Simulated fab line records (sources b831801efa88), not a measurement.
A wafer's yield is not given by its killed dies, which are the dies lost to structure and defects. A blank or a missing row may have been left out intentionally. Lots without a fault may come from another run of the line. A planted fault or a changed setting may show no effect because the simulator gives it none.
fab line records	flow gf180mcu	part 1 of 2: steps 1 to 23 of 32
[record] lots = 5	wafers = 15	last_day = 34
route steps=602 shown HV_LDD@221 NSD@235 PSD@248
lots that met no fault: from a run of the same line without faults
start_h: hours from the record's opening day to when the first of the lot's shown wafers began	wait_h: time in hours since the lot's previous step	" as in the row above	L1.1+2: a single row standing in for several wafers	- no value present, or no start provided	* or withheld: withheld	< > ~ a bound
route shown NAME@n: NAME is a module with steps in the file, n the number in the route of the first one	usual: mean/standard deviation of fault-free wafers	same: alike in all rows	chamber/n: place in a boat	sites: each site's reading	_std_site: standard deviation across them	_edge_site: the outer-site mean with the inner-site mean subtracted	radius_mm: for every site, how far away it sits from the centre of the wafer	mask NAME#n: copy n	behind: tool/chamber where the wafer was last shaped	hold: cause of the lot's hold/its duration in hours/its outcome	device: the transistor (n, p or np) that didn't switch	end of line: the tests these same wafers got at the end of their route	for a step that has no rows: nothing shown but its recipe	killed: at the first sort, the dies lost to defects and structure; wafer yield is something else	map: dies across one wafer; x = killed, . = not, _ = none there
set.NAME: setting as actually run; set.NAME@STEP: the setting as run at that earlier step	model.NAME: the simulator's own value behind a step, which no gauge read
a table for each step, a row for each wafer; lots at some steps of the route
services: the hour from which a tool's chamber was out of use, counted from the record's first day as start_h (under 0 if before that day), plus the number of hours and why
[[steps]]
[step GF_HV_LDD_DEVELOP_45]
[recipe] develop_time_s = 60	dev_temp_c = 22.25
[usual] chill_plate_temp_C = 23.00/0.11	exhaust_pa = 44.9/1
lot.wafer	tool	chamber	start_h	wait_h	chill_plate_temp_C	exhaust_pa
L075.1	litho_track-03	0	284.12	0.1	23.11	45.1
L075.3	"	0	"	"	23.08	44.6
L075.5	"	0	"	"	23.14	45.2
L081.2	litho_track-03	0	331.49	0.1	22.96	44.4
L081.4	"	0	"	"	22.91	43.8
L081.5	"	0	"	"	23.10	43.6
L083.1	litho_track-03	0	348.31	0.1	23.14	44.9
L083.4	"	0	"	"	22.93	44.9
L083.5	"	0	"	"	23.02	46.1
L093.1	litho_track-04	0	431.91	0.1	22.85	45.5
L093.2	"	0	"	"	22.88	45.3
L093.4	"	0	"	"	22.88	45.3
L095.1	litho_track-04	0	441.46	0.1	22.94	43.8
L095.2	"	0	"	"	22.84	44.7
L095.4	"	0	"	"	23.01	45.1
[step GF_HV_LDD_CD_MEAS_46]
[recipe] target_cd_nm = 400
[usual] cd_nm = 403.5/2.5
lot.wafer	tool	chamber	start_h	wait_h	cd_nm
L075.1	cd_sem-02	-	284.27	0.1	407.7
L075.3	"	-	"	"	406.4
L075.5	"	-	"	"	406.0
L081.2	cd_sem-01	-	331.63	0.1	407.9
L081.4	"	-	"	"	406.7
L081.5	"	-	"	"	406.1
L083.1	cd_sem-01	-	348.46	0.1	401.8
L083.4	"	-	"	"	402.6
L083.5	"	-	"	"	401.0
L093.1	cd_sem-01	-	432.06	0.1	403.4
L093.2	"	-	"	"	404.4
L093.4	"	-	"	"	404.4
L095.1	cd_sem-02	-	441.61	0.1	404.9
L095.2	"	-	"	"	406.4
L095.4	"	-	"	"	404.8
[step GF_HV_LDD_OVL_MEAS_47]
[usual] HV_LDD_03_OVL = 0.3/1.2
lot.wafer	tool	chamber	start_h	wait_h	HV_LDD_03_OVL[nm]
L075.1	overlay-02	-	284.39	0.1	-0.2
L075.3	"	-	"	"	-0.1
L075.5	"	-	"	"	2.7
L081.2	overlay-01	-	331.74	0.1	-0.8
L081.4	"	-	"	"	-2.1
L081.5	"	-	"	"	0.6
L083.1	overlay-02	-	348.58	0.1	0.1
L083.4	"	-	"	"	1.6
L083.5	"	-	"	"	1.6
L093.1	overlay-02	-	432.18	0.1	-0.9
L093.2	"	-	"	"	-1.7
L093.4	"	-	"	"	-0.4
L095.1	overlay-02	-	441.73	0.1	0.7
L095.2	"	-	"	"	-2.0
L095.4	"	-	"	"	-1.5
[step GF_HV_LDD_IMPLANT_48]
[recipe] species = B	energy_kev = 25	dose_cm2 = 3e+13	tilt_deg = 7
[usual] beam_energy_keV = 25.000/0.0084
lot.wafer	tool	chamber	start_h	wait_h	beam_energy_keV
L075.1	implanter-04	0	284.42	0.0	25.001
L075.3	"	0	"	"	24.999
L075.5	"	0	"	"	24.993
L081.2	implanter-04	0	331.80	0.0	24.993
L081.4	"	0	"	"	25.007
L081.5	"	0	"	"	24.993
L083.1	implanter-01	0	348.62	0.0	25.011
L083.4	"	0	"	"	25.007
L083.5	"	0	"	"	25.006
L093.1	implanter-01	0	432.22	0.0	24.993
L093.2	"	0	"	"	24.996
L093.4	"	0	"	"	25.002
L095.1	implanter-04	0	441.77	0.0	24.994
L095.2	"	0	"	"	24.989
L095.4	"	0	"	"	24.986
[step GF_HV_LDD_STRIP_49]
[recipe] chemistry = O2/N2	power_w = 1400	pressure_mtorr = 1500	platen_temp_c = 250	o2_flow_sccm = 3000	n2_flow_sccm = 300	overash_fraction = 0.5
[usual] drypump_motor_current_A = 5.7/0.37	heater_power_w = 360/26	oes_product_au = 0.716/0.0046	strip_time_to_endpoint_s = 12.53/0.036
lot.wafer	tool	chamber	start_h	wait_h	drypump_motor_current_A	heater_power_w	oes_product_au	rf_hours_counter_h	strip_time_to_endpoint_s
L075.1	plasma_asher-02	0	284.57	0.1	5.8	393	0.708	15	12.45
L075.3	"	0	"	"	5.8	388	0.707	-	12.53
L075.5	"	0	"	"	5.7	390	0.712	-	12.53
L081.2	plasma_asher-04	0	331.92	0.1	5.4	371	0.718	71	12.57
L081.4	"	1	"	"	5.5	371	0.713	-	12.54
L081.5	"	1	"	"	5.5	365	0.715	-	12.54
L083.1	plasma_asher-01	1	348.77	0.1	6.3	330	0.709	59	12.52
L083.4	"	0	"	"	5.2	333	0.717	-	12.54
L083.5	"	0	"	"	5.2	339	0.718	-	12.52
L093.1	plasma_asher-01	0	432.37	0.1	5.1	343	0.721	70	12.53
L093.2	"	1	"	"	6.3	326	0.715	70	12.59
L093.4	"	1	"	"	6.3	323	0.714	-	12.54
L095.1	plasma_asher-02	0	441.92	0.1	5.7	396	0.722	28	12.58
L095.2	"	1	"	"	5.9	382	0.714	28	12.62
L095.4	"	1	"	"	5.9	383	0.720	-	12.61
[step GF_HV_LDD_TW_MEAS_50]
[usual] HV_LDD_4_TW = 568/6.1
lot.wafer	tool	chamber	start_h	wait_h	HV_LDD_4_TW
L075.1	film_metro-03	-	284.67	0.1	564
L075.3	"	-	"	"	561
L075.5	"	-	"	"	561
L081.2	film_metro-01	-	332.03	0.1	579
L081.4	"	-	"	"	577
L081.5	"	-	"	"	577
L083.1	film_metro-04	-	348.87	0.1	561
L083.4	"	-	"	"	562
L083.5	"	-	"	"	564
L093.1	film_metro-01	-	432.47	0.1	574
L093.2	"	-	"	"	576
L093.4	"	-	"	"	575
L095.1	film_metro-03	-	442.02	0.1	564
L095.2	"	-	"	"	566
L095.4	"	-	"	"	568
[step GF_HV_LDD_CLEAN_51]
[recipe] chemistry = SC1/SC2	mix = 1:4:20	temp_c = 70	time_s = 150	dry = n2_spin
lot.wafer	tool	chamber	start_h	wait_h
L075.1+3+5	wet_bench-02	3	284.73	0.1
L081.2+4+5	wet_bench-02	0	332.08	0.0
L083.1+4+5	wet_bench-01	0	348.93	0.1
L093.1+2+4	wet_bench-02	1	432.53	0.1
L095.1+2+4	wet_bench-01	2	442.08	0.1
[step GF_HV_LDD_RTA_52]
[recipe] temp_c = 1000	time_s = 10	ambient = N2
[usual] lamp_power_pct = 30.2/1.4	wafer_temp_C_max = 1005.8/1.3
lot.wafer	tool	chamber	start_h	wait_h	lamp_power_pct	wafer_temp_C_max
L075.1	rtp_anneal-01	0	284.78	0.0	28.6	1007.0
L075.3	"	0	"	"	28.5	1008.8
L075.5	"	0	"	"	28.6	1005.7
L081.2	rtp_anneal-02	0	332.14	0.0	31.4	1004.1
L081.4	"	0	"	"	31.3	1006.0
L081.5	"	0	"	"	31.3	1005.0
L083.1	rtp_anneal-01	0	348.98	0.0	28.6	1006.8
L083.4	"	0	"	"	28.6	1006.5
L083.5	"	0	"	"	28.5	1005.7
L093.1	rtp_anneal-01	0	432.58	0.0	28.6	1006.6
L093.2	"	0	"	"	28.6	1007.2
L093.4	"	0	"	"	28.6	1006.5
L095.1	rtp_anneal-02	0	442.19	0.0	31.4	1004.3
L095.2	"	0	"	"	31.3	1004.2
L095.4	"	0	"	"	31.3	1004.8
[step GF_HV_LDD_RS_MEAS_53]
[recipe] thk_meas_gauge = four-point-probe
[usual] HV_LDD_RS = 418.3/1.1
lot.wafer	tool	chamber	start_h	wait_h	HV_LDD_RS[ohm/sq]
L075.1	film_metro-01	-	284.85	0.1	417.5
L075.3	"	-	"	"	417.4
L075.5	"	-	"	"	417.3
L081.2	film_metro-04	-	332.22	0.1	418.5
L081.4	"	-	"	"	417.8
L081.5	"	-	"	"	418.6
L083.1	film_metro-01	-	349.05	0.1	418.3
L083.4	"	-	"	"	416.6
L083.5	"	-	"	"	417.0
L093.1	film_metro-03	-	432.64	0.1	419.0
L093.2	"	-	"	"	418.5
L093.4	"	-	"	"	418.6
L095.1	film_metro-03	-	442.25	0.1	419.4
L095.2	"	-	"	"	420.2
L095.4	"	-	"	"	420.6
[step GF_HV_LDD_CVD_54]
[recipe] material = SiO2	target_thk_nm = 10	precursor = TEOS	temp_c = 680	time_s = 75	pressure_mtorr = 400
[usual] spike_tc_bottom_C = 699.0/1.5	spike_tc_upper_C = 679.0/1.8
lot.wafer	tool	chamber	start_h	wait_h	spike_tc_bottom_C	spike_tc_upper_C
L075.1	lpcvd-02	1	284.97	0.1	700.5	681.8
L075.3	"	1	"	"	699.2	681.2
L075.5	"	1	"	"	700.1	682.2
L081.2	lpcvd-01	1	332.32	0.1	700.3	676.7
L081.4	"	1	"	"	700.6	678.5
L081.5	"	1	"	"	698.4	676.4
L083.1	lpcvd-01	0	350.89	1.8	695.8	680.4
L083.4	"	0	"	"	697.3	678.8
L083.5	"	0	"	"	696.8	680.1
L093.1	lpcvd-01	1	433.56	0.9	700.0	678.9
L093.2	"	1	"	"	699.9	675.8
L093.4	"	1	"	"	698.3	676.7
L095.1	lpcvd-01	1	442.37	0.1	698.1	676.8
L095.2	"	1	"	"	700.7	677.1
L095.4	"	1	"	"	698.2	675.7
[step GF_HV_LDD_THK_MEAS_55]
[recipe] reads = SiO2_of_HV_LDD_CVD_54
[usual] HV_LDD_CVD_54_THK = 9.99/0.19
lot.wafer	tool	chamber	start_h	wait_h	HV_LDD_CVD_54_THK[nm]
L075.1	film_metro-04	-	285.99	0.0	9.95
L075.3	"	-	"	"	10.15
L075.5	"	-	"	"	10.10
L081.2	film_metro-04	-	333.35	0.0	10.14
L081.4	"	-	"	"	10.15
L081.5	"	-	"	"	10.22
L083.1	film_metro-03	-	351.91	0.0	10.11
L083.4	"	-	"	"	9.96
L083.5	"	-	"	"	10.08
L093.1	film_metro-04	-	434.58	0.0	9.92
L093.2	"	-	"	"	9.80
L093.4	"	-	"	"	9.76
L095.1	film_metro-01	-	443.39	0.0	9.63
L095.2	"	-	"	"	9.63
L095.4	"	-	"	"	9.69
[step GF_HV_LDD_CVD_56]
[recipe] material = Si3N4	precursor = DCS/NH3	target_thk_nm = 90	temp_c = 770	time_s = 1543	pressure_mtorr = 250
[usual] spike_tc_bottom_C = 788.5/1.8	spike_tc_upper_C = 769.2/1.5
lot.wafer	tool	chamber	start_h	wait_h	spike_tc_bottom_C	spike_tc_upper_C
L075.1	lpcvd-01	1	286.05	0.1	789.5	767.9
L075.3	"	1	"	"	788.3	768.0
L075.5	"	1	"	"	786.5	767.0
L081.2	lpcvd-02	1	333.56	0.2	790.0	771.3
L081.4	"	1	"	"	789.0	771.0
L081.5	"	1	"	"	789.3	769.7
L083.1	lpcvd-01	0	351.97	0.1	786.8	768.1
L083.4	"	0	"	"	785.9	769.8
L083.5	"	0	"	"	786.6	770.6
L093.1	lpcvd-01	0	435.91	1.3	786.5	769.4
L093.2	"	0	"	"	786.9	771.2
L093.4	"	0	"	"	787.3	770.4
L095.1	lpcvd-01	1	444.73	1.3	788.6	767.5
L095.2	"	1	"	"	787.4	768.9
L095.4	"	1	"	"	789.3	767.4
[step GF_HV_LDD_THK_MEAS_57]
[recipe] reads = Si3N4_of_HV_LDD_CVD_56
[usual] HV_LDD_CVD_56_THK = 89.8/0.83
lot.wafer	tool	chamber	start_h	wait_h	HV_LDD_CVD_56_THK[nm]
L075.1	film_metro-03	-	287.48	0.0	91.1
L075.3	"	-	"	"	90.2
L075.5	"	-	"	"	90.8
L081.2	film_metro-01	-	335.00	0.0	89.0
L081.4	"	-	"	"	89.0
L081.5	"	-	"	"	89.2
L083.1	film_metro-04	-	353.40	0.0	90.5
L083.4	"	-	"	"	90.4
L083.5	"	-	"	"	90.1
L093.1	film_metro-03	-	437.34	0.0	89.2
L093.2	"	-	"	"	89.4
L093.4	"	-	"	"	88.6
L095.1	film_metro-01	-	446.16	0.0	89.3
L095.2	"	-	"	"	88.9
L095.4	"	-	"	"	89.2
[step GF_HV_LDD_ETCHBACK_58]
[recipe] chemistry = CH3F/O2	target = Si3N4	stop_on = SiO2	source_w = 400	bias_w = 80	pressure_mtorr = 25	ch3f_flow_sccm = 40	O2_flow_sccm = 30	time_s = 100	target_depth_a = 900
[usual] O2_flow_sccm = 30.00/0.084	drypump_motor_current_A = 5.7/0.34	oes_product_au = 0.841/0.0061	throttle_valve_pct = 10.562/0.01
lot.wafer	tool	chamber	start_h	wait_h	O2_flow_sccm	drypump_motor_current_A	oes_product_au	rf_hours_counter_h	throttle_valve_pct
L075.1	rie_diel-04	2	287.54	0.1	29.99	5.4	0.853	7	10.584
L075.3	"	3	"	"	29.97	5.3	0.838	107	10.552
L075.5	"	0	"	"	30.09	5.5	0.853	-	10.569
L081.2	rie_diel-04	2	335.05	0.0	30.10	5.5	0.834	8	10.572
L081.4	"	1	"	"	29.89	5.7	0.835	47	10.573
L081.5	"	3	"	"	30.05	5.3	0.839	-	10.571
L083.1	rie_diel-01	2	353.46	0.1	30.06	4.9	0.847	101	10.573
L083.4	"	0	"	"	29.96	5.6	0.841	0	10.567
L083.5	"	0	"	"	30.17	5.6	0.838	-	10.575
L093.1	rie_diel-03	1	437.40	0.1	29.99	5.6	0.836	9	10.565
L093.2	"	3	"	"	30.08	5.9	0.848	7	10.559
L093.4	"	0	"	"	30.10	5.6	0.839	10	10.571
L095.1	rie_diel-04	2	446.22	0.1	29.97	5.4	0.835	11	10.584
L095.2	"	1	"	"	30.07	5.7	0.839	50	10.564
L095.4	"	0	"	"	30.02	5.5	0.830	-	10.560
[step GF_NSD_DEHYDRATE_00]
[recipe] temp_c = 200	time_s = 60
[usual] chill_plate_temp_C = 22.99/0.12	exhaust_pa = 45.0/0.91
lot.wafer	tool	chamber	start_h	wait_h	chill_plate_temp_C	exhaust_pa
L075.1	litho_track-01	0	296.73	9.2	23.00	43.2
L075.3	"	0	"	"	22.93	43.7
L075.5	"	0	"	"	22.92	43.2
L081.2	litho_track-01	0	345.16	10.1	22.98	43.4
L081.4	"	0	"	"	22.98	43.7
L081.5	"	0	"	"	22.91	45.1
L083.1	litho_track-02	0	364.07	10.6	22.89	45.1
L083.4	"	0	"	"	22.93	44.2
L083.5	"	0	"	"	23.04	44.5
L093.1	litho_track-02	0	449.32	11.9	23.13	45.5
L093.2	"	0	"	"	23.19	44.6
L093.4	"	0	"	"	23.15	45.1
L095.1	litho_track-02	0	458.57	12.3	22.97	45.5
L095.2	"	0	"	"	22.85	45.3
L095.4	"	0	"	"	22.95	45.4
[step GF_NSD_HMDS_01]
[recipe] prime_time_s = 60	prime_temp_c = 120
[usual] chill_plate_temp_C = 23.01/0.11	exhaust_pa = 44.7/0.92
lot.wafer	tool	chamber	start_h	wait_h	chill_plate_temp_C	exhaust_pa
L075.1	litho_track-01	0	296.88	0.1	23.00	45.3
L075.3	"	0	"	"	23.03	46.3
L075.5	"	0	"	"	23.04	44.8
L081.2	litho_track-01	0	345.31	0.1	23.06	44.7
L081.4	"	0	"	"	22.72	45.2
L081.5	"	0	"	"	22.95	45.0
L083.1	litho_track-02	0	364.22	0.1	22.98	44.4
L083.4	"	0	"	"	23.13	45.5
L083.5	"	0	"	"	22.91	44.2
L093.1	litho_track-02	0	449.47	0.1	23.00	44.4
L093.2	"	0	"	"	23.00	44.1
L093.4	"	0	"	"	22.98	43.7
L095.1	litho_track-02	0	458.72	0.1	23.24	44.5
L095.2	"	0	"	"	23.05	45.2
L095.4	"	0	"	"	23.09	46.2
[step GF_NSD_COAT_02]
[recipe] resist = NOVOLAK	spin_rpm = 3000	resist_thk_nm = 1000
[usual] chill_plate_temp_C = 23.00/0.099	dispense_pressure_kPa = 52.2/3	exhaust_pa = 44.8/0.94
lot.wafer	tool	chamber	start_h	wait_h	chill_plate_temp_C	dispense_pressure_kPa	exhaust_pa
L075.1	litho_track-01	0	297.03	0.1	22.98	52.2	44.0
L075.3	"	0	"	"	23.05	52.2	43.6
L075.5	"	0	"	"	23.06	52.2	43.8
L081.2	litho_track-01	0	345.46	0.1	23.11	52.2	43.7
L081.4	"	0	"	"	23.12	52.2	45.5
L081.5	"	0	"	"	22.98	52.2	44.5
L083.1	litho_track-02	0	364.37	0.1	23.02	49.2	43.1
L083.4	"	0	"	"	23.06	49.2	44.7
L083.5	"	0	"	"	22.92	49.2	43.7
L093.1	litho_track-02	0	449.62	0.1	23.07	49.1	45.2
L093.2	"	0	"	"	23.03	49.1	45.3
L093.4	"	0	"	"	23.16	49.2	45.1
L095.1	litho_track-02	0	458.87	0.1	22.95	49.2	45.6
L095.2	"	0	"	"	22.90	49.1	45.0
L095.4	"	0	"	"	22.96	49.1	46.1
[step GF_NSD_SOFTBAKE_03]
[recipe] temp_c = 90	time_s = 60	resist = NOVOLAK
[usual] chill_plate_temp_C = 22.99/0.1	exhaust_pa = 45.2/1
lot.wafer	tool	chamber	start_h	wait_h	chill_plate_temp_C	exhaust_pa
L075.1	litho_track-01	0	297.18	0.1	23.10	44.6
L075.3	"	0	"	"	23.10	44.9
L075.5	"	0	"	"	23.00	45.2
L081.2	litho_track-01	0	345.61	0.1	23.00	45.5
L081.4	"	0	"	"	23.01	43.8
L081.5	"	0	"	"	23.18	45.8
L083.1	litho_track-02	0	364.52	0.1	23.19	44.9
L083.4	"	0	"	"	23.12	45.0
L083.5	"	0	"	"	23.01	44.8
L093.1	litho_track-02	0	449.77	0.1	22.91	44.4
L093.2	"	0	"	"	22.99	44.8
L093.4	"	0	"	"	22.92	45.5
L095.1	litho_track-02	0	459.02	0.1	22.96	43.9
L095.2	"	0	"	"	22.96	44.9
L095.4	"	0	"	"	22.87	43.8
[step GF_NSD_EXPOSE_04]
[recipe] mask_id = Nplus	target_cd_nm = 400	na = 0.6	source_shape = conventional	sigma_outer = 0.6	dose_mj = 140
[usual] stage_vel_mm_s = 499.96/0.26
lot.wafer	tool	chamber	start_h	wait_h	mask	stage_vel_mm_s
L075.1	iline_stepper-02	0	-	-	Nplus#0	499.55
L075.3	"	0	"	"	Nplus#0	499.82
L075.5	"	0	"	"	Nplus#0	499.75
L081.2	iline_stepper-02	0	-	-	Nplus#0	500.16
L081.4	"	0	"	"	Nplus#0	499.68
L081.5	"	0	"	"	Nplus#0	499.89
L083.1	iline_stepper-02	0	-	-	Nplus#0	499.88
L083.4	"	0	"	"	Nplus#0	499.99
L083.5	"	0	"	"	Nplus#0	500.14
L093.1	iline_stepper-01	0	-	-	Nplus#0	499.52
L093.2	"	0	"	"	Nplus#0	500.09
L093.4	"	0	"	"	Nplus#0	499.84
L095.1	iline_stepper-01	0	-	-	Nplus#0	500.15
L095.2	"	0	"	"	Nplus#0	500.07
L095.4	"	0	"	"	Nplus#0	499.99
[step GF_NSD_PEB_05]
[recipe] temp_c = withheld	time_s = *	resist = NOVOLAK
[usual] chill_plate_temp_C = *	exhaust_pa = 45.0/0.88
lot.wafer	tool	chamber	start_h	wait_h	chill_plate_temp_C	exhaust_pa
L075.1	litho_track-01	0	-	-	*	44.4
L075.3	"	0	"	"	*	44.7
L075.5	"	0	"	"	*	45.4
L081.2	litho_track-03	0	-	-	*	43.5
L081.4	"	0	"	"	*	43.8
L081.5	"	0	"	"	*	44.4
L083.1	litho_track-03	0	-	-	*	44.3
L083.4	"	0	"	"	*	44.5
L083.5	"	0	"	"	*	44.0
L093.1	litho_track-01	0	-	-	*	45.5
L093.2	"	0	"	"	*	44.4
L093.4	"	0	"	"	*	44.7
L095.1	litho_track-02	0	-	-	*	46.2
L095.2	"	0	"	"	*	47.1
L095.4	"	0	"	"	*	44.1
[step GF_NSD_DEVELOP_06]
[recipe] develop_time_s = 60	dev_temp_c = 23
[usual] chill_plate_temp_C = 23.02/0.11	exhaust_pa = 45.0/0.8
lot.wafer	tool	chamber	start_h	wait_h	chill_plate_temp_C	exhaust_pa
L075.1	litho_track-01	0	307.23	0.1	22.93	45.3
L075.3	"	0	"	"	23.04	43.7
L075.5	"	0	"	"	23.02	44.6
L081.2	litho_track-03	0	356.84	0.1	23.04	43.9
L081.4	"	0	"	"	23.02	43.9
L081.5	"	0	"	"	23.07	44.9
L083.1	litho_track-03	0	375.51	0.1	22.98	44.9
L083.4	"	0	"	"	22.84	44.9
L083.5	"	0	"	"	22.86	44.5
L093.1	litho_track-01	0	461.78	0.1	23.20	44.7
L093.2	"	0	"	"	23.12	44.7
L093.4	"	0	"	"	23.02	44.1
L095.1	litho_track-02	0	470.92	0.1	22.85	44.7
L095.2	"	0	"	"	23.03	45.3
L095.4	"	0	"	"	22.97	43.9
[step GF_NSD_CD_MEAS_07]
[recipe] target_cd_nm = 400
[usual] cd_nm = 400.5/2.1
lot.wafer	tool	chamber	start_h	wait_h	cd_nm
L075.1	cd_sem-02	-	307.38	0.1	403.3
L075.3	"	-	"	"	402.1
L075.5	"	-	"	"	402.1
L081.2	cd_sem-01	-	356.98	0.1	402.4
L081.4	"	-	"	"	401.5
L081.5	"	-	"	"	400.7
L083.1	cd_sem-01	-	375.66	0.1	398.5
L083.4	"	-	"	"	401.3
L083.5	"	-	"	"	400.0
L093.1	cd_sem-01	-	461.93	0.1	398.5
L093.2	"	-	"	"	399.8
L093.4	"	-	"	"	399.3
L095.1	cd_sem-02	-	471.07	0.1	402.8
L095.2	"	-	"	"	402.3
L095.4	"	-	"	"	401.8
[step GF_NSD_OVL_MEAS_08]
[usual] NSD_OVL = -0.4/1.5
lot.wafer	tool	chamber	start_h	wait_h	NSD_OVL[nm]
L075.1	overlay-01	-	307.50	0.1	0.7
L075.3	"	-	"	"	0.8
L075.5	"	-	"	"	0.1
L081.2	overlay-01	-	357.09	0.1	0.9
L081.4	"	-	"	"	-1.1
L081.5	"	-	"	"	-0.3
L083.1	overlay-02	-	375.78	0.1	-2.3
L083.4	"	-	"	"	-1.6
L083.5	"	-	"	"	-0.4
L093.1	overlay-01	-	462.05	0.1	-1.1
L093.2	"	-	"	"	-2.2
L093.4	"	-	"	"	-0.5
L095.1	overlay-01	-	471.19	0.1	0.7
L095.2	"	-	"	"	-0.8
L095.4	"	-	"	"	2.6
